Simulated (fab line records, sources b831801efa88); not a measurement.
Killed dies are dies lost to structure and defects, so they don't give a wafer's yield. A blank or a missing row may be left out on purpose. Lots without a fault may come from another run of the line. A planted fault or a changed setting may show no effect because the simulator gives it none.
Which tool did it? | flow gf180mcu | 12 lots, 36 wafers sampled, at 4 steps of a route of 602

WHAT THE GAUGES READ, wafer by wafer
GF_V1_RS_MEAS_24: measures by four-point-probe.
lot  | measured     | on            | V1_W_RS (ohm/sq)
L115 | day 18 03:13 | film_metro-03 | 0.329 0.325 0.324
L118 | day 19 12:04 | film_metro-02 | 0.323 0.327 0.329
L119 | day 19 18:22 | film_metro-01 | 0.329 0.330 0.331
L120 | day 19 23:43 | film_metro-02 | 0.330 0.329 0.332
L121 | day 20 23:27 | film_metro-01 | 0.319 0.330 0.326
L123 | day 21 06:35 | film_metro-03 | 0.327 0.327 0.325
L129 | day 23 11:13 | film_metro-01 | 0.327 0.331 0.332
L130 | day 23 21:36 | film_metro-03 | 0.325 0.332 0.319
L134 | day 24 23:52 | film_metro-01 | 0.326 0.330 0.331
L135 | day 25 08:11 | film_metro-03 | 0.325 0.318 0.329
L137 | day 26 01:18 | film_metro-01 | 0.321 0.327 0.331
L138 | day 26 01:58 | film_metro-02 | 0.319 0.323 0.320

GF_M2_CD_MEAS_14: target cd 280 nm.
lot  | measured     | on        | cd_nm (nm)
L115 | day 19 03:07 | cd_sem-02 | 280.6 282.4 279.9
L118 | day 20 13:16 | cd_sem-01 | 278.4 278.8 278.3
L119 | day 20 18:47 | cd_sem-01 | 278.8 278.5 279.6
L120 | day 21 00:34 | cd_sem-02 | 281.0 282.8 280.3
L121 | day 21 23:53 | cd_sem-01 | 278.0 278.7 279.5
L123 | day 22 06:40 | cd_sem-01 | 280.3 281.1 279.6
L129 | day 24 10:42 | cd_sem-02 | 277.7 238.1 261.9
L130 | day 24 19:31 | cd_sem-02 | 281.3 281.6 280.1
L134 | day 25 20:55 | cd_sem-02 | 277.6 278.0 278.5
L135 | day 26 05:37 | cd_sem-02 | 280.1 280.6 279.9
L137 | day 26 21:53 | cd_sem-02 | 280.7 280.7 280.9
L138 | day 26 22:51 | cd_sem-01 | 277.7 277.4 277.9

WHICH TOOL RAN EACH LOT (tool, then ch and the chambers of the sampled wafers, then the start)
lot  | GF_V1_CVD_23                  | GF_M2_EXPOSE_11
L115 | cvd_w-02 ch 0,1, day 18 03:05 | krf_scanner-02 ch 0, day 18 15:49
L118 | cvd_w-01 ch 0,1, day 19 11:56 | krf_scanner-02 ch 0, day 20 01:09
L119 | cvd_w-01 ch 0,1, day 19 18:16 | krf_scanner-01 ch 0, day 20 07:15
L120 | cvd_w-01 ch 0,1, day 19 23:36 | krf_scanner-01 ch 0, day 20 12:58
L121 | cvd_w-02 ch 0,1, day 20 23:20 | krf_scanner-01 ch 0, day 21 11:50
L123 | cvd_w-01 ch 0,1, day 21 06:28 | krf_scanner-01 ch 0, day 21 19:20
L129 | cvd_w-01 ch 0,1, day 23 11:05 | krf_scanner-02 ch 0, day 23 23:49
L130 | cvd_w-02 ch 0,1, day 23 21:29 | krf_scanner-01 ch 0, day 24 09:14
L134 | cvd_w-01 ch 0,1, day 24 23:46 | krf_scanner-01 ch 0, day 25 11:11
L135 | cvd_w-02 ch 0,1, day 25 08:04 | krf_scanner-01 ch 0, day 25 19:01
L137 | cvd_w-02 ch 0,1, day 26 01:11 | krf_scanner-01 ch 0, day 26 12:21
L138 | cvd_w-02 ch 0,1, day 26 01:50 | krf_scanner-01 ch 0, day 26 12:41
- GF_V1_CVD_23: deposits W, target thk 350 nm, time 105.05 s.
- GF_M2_EXPOSE_11: exposes mask Metal2, target cd 280 nm.

WHAT THE TOOLS THEMSELVES READ (means of the sampled wafers that have a number; where no wafer has one, the mark that the record gives instead)
GF_V1_CVD_23.
lot  | tool     | heater_power_w (W)
L115 | cvd_w-02 | 786
L118 | cvd_w-01 | 813
L119 | cvd_w-01 | 820
L120 | cvd_w-01 | 828
L121 | cvd_w-02 | 792
L123 | cvd_w-01 | 826
L129 | cvd_w-01 | 781
L130 | cvd_w-02 | 804
L134 | cvd_w-01 | 847
L135 | cvd_w-02 | 787
L137 | cvd_w-02 | 794
L138 | cvd_w-02 | 794

GF_M2_EXPOSE_11.
lot  | tool           | exposure_dose_mJ_cm2 | reticle_temp_C (C)
L115 | krf_scanner-02 | 27.997               | 22.99
L118 | krf_scanner-02 | 28.007               | 22.97
L119 | krf_scanner-01 | 28.033               | 23.00
L120 | krf_scanner-01 | 27.983               | 23.09
L121 | krf_scanner-01 | 27.995               | 22.86
L123 | krf_scanner-01 | 28.003               | 23.01
L129 | krf_scanner-02 | 27.162               | 22.94
L130 | krf_scanner-01 | 27.964               | 23.00
L134 | krf_scanner-01 | 27.988               | 23.05
L135 | krf_scanner-01 | 27.988               | 23.04
L137 | krf_scanner-01 | 28.012               | 22.98
L138 | krf_scanner-01 | 28.024               | 22.87

THE ANSWER, worked out from the rows above alone
Rule: what is usual is taken from the lots themselves. Put in order of their means at a reading, lots are off if they are a third of the lots or fewer, leave a main group of 4 or more, and stand apart from it by a gap of 3 or more times the standard deviation of the main group's means; of several such gaps the widest counts. A main group whose means are all the same, to the digits that the tables above print for the reading, isn't used. A lot without any number at a reading at which 4 lots or more have one is off too. The other lots that the step has rows for count as sound. The gauges are gone through in route order, then the tools' own readings, and for those a lot's mean is taken as printed above. The first step at which some lot is off is used, and at that step the reading that is off furthest; a lot without a number counts as furthest.
Off: L129, at GF_M2_CD_MEAS_14 (cd_nm). The main group: mean 279.7 nm, standard deviation 1.3.
A tool fits if, at a process step before that reading, it ran every lot that is off, and no sound lot after the first of them. The gauges at GF_M2_CD_MEAS_14 aren't tried: what is off there is off at GF_M2_EXPOSE_11 too, on other tools, and a gauge's error can't cause that. One fits: krf_scanner-02 at GF_M2_EXPOSE_11. Its last sound lot is L118 (day 20 01:09), its first lot that is off L129 (day 23 23:49): a fault that began between those two fits.
The tool's own readings at GF_M2_EXPOSE_11 bear it out: on the lots that are off they differ by more than 5 times the standard deviation of the sound lots' means. exposure_dose_mJ_cm2 reads 27.162 there against 27.999 on the sound lots.

WHAT THE SIMULATOR HAD PUT IN
Process parameter drift: krf_scanner-02, from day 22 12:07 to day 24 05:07, at GF_M2_EXPOSE_11. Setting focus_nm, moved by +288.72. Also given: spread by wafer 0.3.
Lots struck among those shown: L129. The rule above found the same.
